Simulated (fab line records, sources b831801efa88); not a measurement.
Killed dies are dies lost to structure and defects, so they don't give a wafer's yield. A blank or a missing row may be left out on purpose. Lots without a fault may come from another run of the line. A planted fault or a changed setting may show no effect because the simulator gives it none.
Which tool did it? | flow sky130 | 12 lots, 36 wafers sampled, at 5 steps of a route of 708

WHAT THE GAUGES READ, wafer by wafer
SKY_FIELD_ISO_THK_MEAS_04. Usual: FIELD_ISO_CVD_03_THK 164.3 nm, standard deviation 1.3.
lot  | measured    | on            | FIELD_ISO_CVD_03_THK (nm) | flag
L357 | day 1 13:31 | film_metro-04 | 165.7 165.6 165.4         |
L359 | day 2 02:05 | film_metro-03 | 165.4 165.0 165.7         |
L360 | day 2 06:18 | film_metro-04 | 165.6 164.4 165.3         |
L361 | day 2 10:43 | film_metro-03 | 163.6 165.0 163.6         |
L362 | day 2 15:02 | film_metro-03 | 163.9 165.0 164.7         |
L364 | day 3 01:07 | film_metro-04 | 162.5 162.9 164.3         |
L366 | day 3 10:59 | film_metro-01 | 164.7 165.2 167.0         |
L368 | day 3 20:29 | film_metro-04 | 165.2 165.7 167.0         |
L369 | day 4 04:08 | film_metro-03 | 164.0 162.7 163.1         |
L370 | day 4 09:32 | film_metro-03 | 164.4 164.3 162.9         |
L373 | day 4 21:29 | film_metro-03 | 162.4 161.9 162.7         |
L374 | day 5 04:36 | film_metro-03 | 164.1 163.7 164.1         |

SKY_FIELD_ISO_CD_MEAS_13: target cd 150 nm. Usual: cd_nm 150.0 nm, standard deviation 1.4.
lot  | measured    | on        | cd_nm (nm)        | flag
L357 | day 2 03:51 | cd_sem-01 | 149.7 149.4 147.9 |
L359 | day 2 17:05 | cd_sem-01 | 152.4 152.8 153.3 |
L360 | day 2 21:37 | cd_sem-01 | 149.0 149.4 149.1 |
L361 | day 3 01:55 | cd_sem-01 | 152.7 153.2 151.3 |
L362 | day 3 05:49 | cd_sem-01 | 153.3 151.5 153.5 |
L364 | day 3 17:32 | cd_sem-02 | 149.4 150.5 150.9 |
L366 | day 4 03:53 | cd_sem-02 | 149.2 149.3 150.6 |
L368 | day 4 12:49 | cd_sem-02 | 149.5 149.5 149.2 |
L369 | day 4 21:16 | cd_sem-01 | 152.0 151.0 150.9 |
L370 | day 5 02:52 | cd_sem-02 | 147.8 148.9 149.3 |
L373 | day 5 15:10 | cd_sem-01 | 147.7 148.0 149.0 |
L374 | day 5 21:43 | cd_sem-01 | 148.6 149.0 148.8 |

SKY_SONOS_ONO_THK_MEAS_03. Usual: SONOS_ONO_CVD_02_THK 10.46 nm, standard deviation 0.14.
lot  | measured     | on            | SONOS_ONO_CVD_02_THK (nm)           | flag
L357 | day 11 11:07 | film_metro-01 | 10.56 10.67 10.43                   |
L359 | day 12 00:11 | film_metro-01 | 10.91 10.91 10.82                   |
L360 | day 12 09:16 | film_metro-03 | 10.66 10.70 10.66                   |
L361 | day 12 19:33 | film_metro-03 | 10.50 10.56 10.44                   |
L362 | day 12 22:24 | film_metro-01 | 10.59 10.50 10.48                   |
L364 | day 13 13:53 | film_metro-04 | 10.30 10.33 10.27                   |
L366 | day 14 05:59 | film_metro-01 | 10.38 10.47 10.40                   |
L368 | day 15 04:21 | film_metro-01 | 10.61 10.47 10.62                   |
L369 | day 15 13:32 | film_metro-01 | 10.50 10.53 10.53                   |
L370 | day 15 18:32 | film_metro-03 | 10.41 10.44 10.48                   |
L373 | day 16 17:34 | film_metro-03 | 15.22 15.36 15.38 15.28 15.31 15.40 | OFF
L374 | day 17 00:40 | film_metro-04 | 15.08 15.27 15.22 14.99 15.24 15.15 | OFF

SKY_POLY_CUT_OVL_MEAS_09. Usual: POLY_CUT_OVL -2 nm, standard deviation 5.5.
lot  | measured     | on         | POLY_CUT_OVL (nm) | flag
L357 | day 24 01:01 | overlay-02 | -2 4 -6           |
L359 | day 24 16:45 | overlay-01 | 0 -7 -1           |
L360 | day 25 04:52 | overlay-02 | -1 2 4            |
L361 | day 25 11:37 | overlay-01 | -4 -13 -2         |
L362 | day 25 15:22 | overlay-01 | 4 1 2             |
L364 | day 26 11:46 | overlay-02 | -7 -7 -2          |
L366 | day 27 05:13 | overlay-02 | -1 4 3            |
L368 | day 28 07:56 | overlay-02 | -2 -3 6           |
L369 | day 28 10:49 | overlay-02 | 8 3 5             |
L370 | day 28 15:47 | overlay-01 | -2 -3 -3          |
L373 | day 29 15:56 | overlay-02 | -2 -10 -3         |
L374 | day 30 03:02 | overlay-02 | -2 -8 1           |

WHICH TOOL RAN EACH LOT (tool, then ch and the chambers of the sampled wafers, then the start)
lot  | SKY_SONOS_ONO_CVD_02
L357 | lpcvd-02 ch 0, day 11 10:02
L359 | lpcvd-02 ch 1, day 11 23:08
L360 | lpcvd-02 ch 1, day 12 08:12
L361 | lpcvd-02 ch 0, day 12 18:30
L362 | lpcvd-02 ch 1, day 12 21:20
L364 | lpcvd-02 ch 1, day 13 12:49
L366 | lpcvd-02 ch 1, day 14 04:56
L368 | lpcvd-02 ch 1, day 15 03:18
L369 | lpcvd-02 ch 0, day 15 12:29
L370 | lpcvd-02 ch 1, day 15 17:29
L373 | lpcvd-02 ch 0, day 16 16:31
L374 | lpcvd-02 ch 0, day 16 23:36
- SKY_SONOS_ONO_CVD_02: deposits Si3N4 from DCS/NH3, target thk 10.5 nm, time 180 s.

WHAT THE TOOLS THEMSELVES READ (means of the sampled wafers that have a number; where no wafer has one, the mark that the record gives instead)
SKY_SONOS_ONO_CVD_02. Usual: spike_tc_bottom_C 791.5 C, standard deviation 0.97; spike_tc_centre_C 770.0 C, standard deviation 1.1; spike_tc_lower_C 770.4 C, standard deviation 1; spike_tc_top_C 782.5 C, standard deviation 2.9; spike_tc_upper_C 770.6 C, standard deviation 1.1; susceptor_temp_C 770.1 C, standard deviation 0.39.
lot  | tool     | spike_tc_bottom_C (C) | spike_tc_centre_C (C) | spike_tc_lower_C (C) | spike_tc_top_C (C) | spike_tc_upper_C (C) | susceptor_temp_C (C) | flag
L357 | lpcvd-02 | 791.6                 | 771.7                 | 769.9                | 778.9              | 771.2                | 770.3                |
L359 | lpcvd-02 | 790.9                 | 769.2                 | 770.3                | 784.0              | 771.0                | 770.4                |
L360 | lpcvd-02 | 792.0                 | 769.0                 | 769.4                | 785.0              | 769.1                | 769.9                |
L361 | lpcvd-02 | 791.0                 | 769.8                 | 770.3                | 778.9              | 770.7                | 770.0                |
L362 | lpcvd-02 | 791.2                 | 768.6                 | 771.0                | 784.9              | 769.3                | 769.8                |
L364 | lpcvd-02 | 792.6                 | 769.1                 | 771.6                | 784.8              | 770.0                | 770.3                |
L366 | lpcvd-02 | 791.2                 | 769.2                 | 771.7                | 785.5              | 770.2                | 770.1                |
L368 | lpcvd-02 | 791.3                 | 770.3                 | 771.2                | 785.0              | 770.8                | 769.8                |
L369 | lpcvd-02 | 791.7                 | 770.5                 | 770.4                | 779.3              | 771.7                | 769.9                |
L370 | lpcvd-02 | 791.4                 | 769.5                 | 769.8                | 785.1              | 770.1                | 770.5                |
L373 | lpcvd-02 | 813.2                 | 790.9                 | 790.0                | 797.9              | 792.4                | 790.4                | OFF
L374 | lpcvd-02 | 812.3                 | 790.1                 | 791.5                | 798.6              | 792.2                | 791.0                | OFF

THE ANSWER, worked out from the rows above alone
Rule: a lot is off if the mean of its wafers that have a number lies more than 3 standard deviations from the usual mean. A lot without any number at a reading at which 4 lots or more have one is off too. The other lots that the step has rows for count as sound. The gauges are gone through in route order, then the tools' own readings, and for those a lot's mean is taken as printed above. The first step at which some lot is off is used, and at that step the reading that is off furthest; a lot without a number counts as furthest.
Off: L373, L374, at SKY_SONOS_ONO_THK_MEAS_03 (SONOS_ONO_CVD_02_THK).
A tool fits if, at a process step before that reading, it ran every lot that is off, and no sound lot after the first of them. The gauges at SKY_SONOS_ONO_THK_MEAS_03 aren't tried: what is off there is off at SKY_SONOS_ONO_CVD_02 too, on other tools, and a gauge's error can't cause that. One fits: lpcvd-02 at SKY_SONOS_ONO_CVD_02. Its last sound lot is L370 (day 15 17:29), its first lot that is off L373 (day 16 16:31): a fault that began between those two fits.
The tool's own readings at SKY_SONOS_ONO_CVD_02 bear it out: on the lots that are off they differ by more than 5 times the standard deviation of the sound lots' means. spike_tc_bottom_C reads 812.8 C there against 791.5 C on the sound lots; spike_tc_centre_C reads 790.5 C there against 769.7 C on the sound lots; spike_tc_lower_C reads 790.8 C there against 770.6 C on the sound lots; spike_tc_top_C reads 798.2 C there against 783.1 C on the sound lots; spike_tc_upper_C reads 792.3 C there against 770.4 C on the sound lots; susceptor_temp_C reads 790.7 C there against 770.1 C on the sound lots.

WHAT THE SIMULATOR HAD PUT IN
Process parameter drift: lpcvd-02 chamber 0, from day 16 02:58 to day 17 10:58, at SKY_SONOS_ONO_CVD_02. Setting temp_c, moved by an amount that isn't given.
Lots struck among those shown: L373, L374. The rule above found the same.
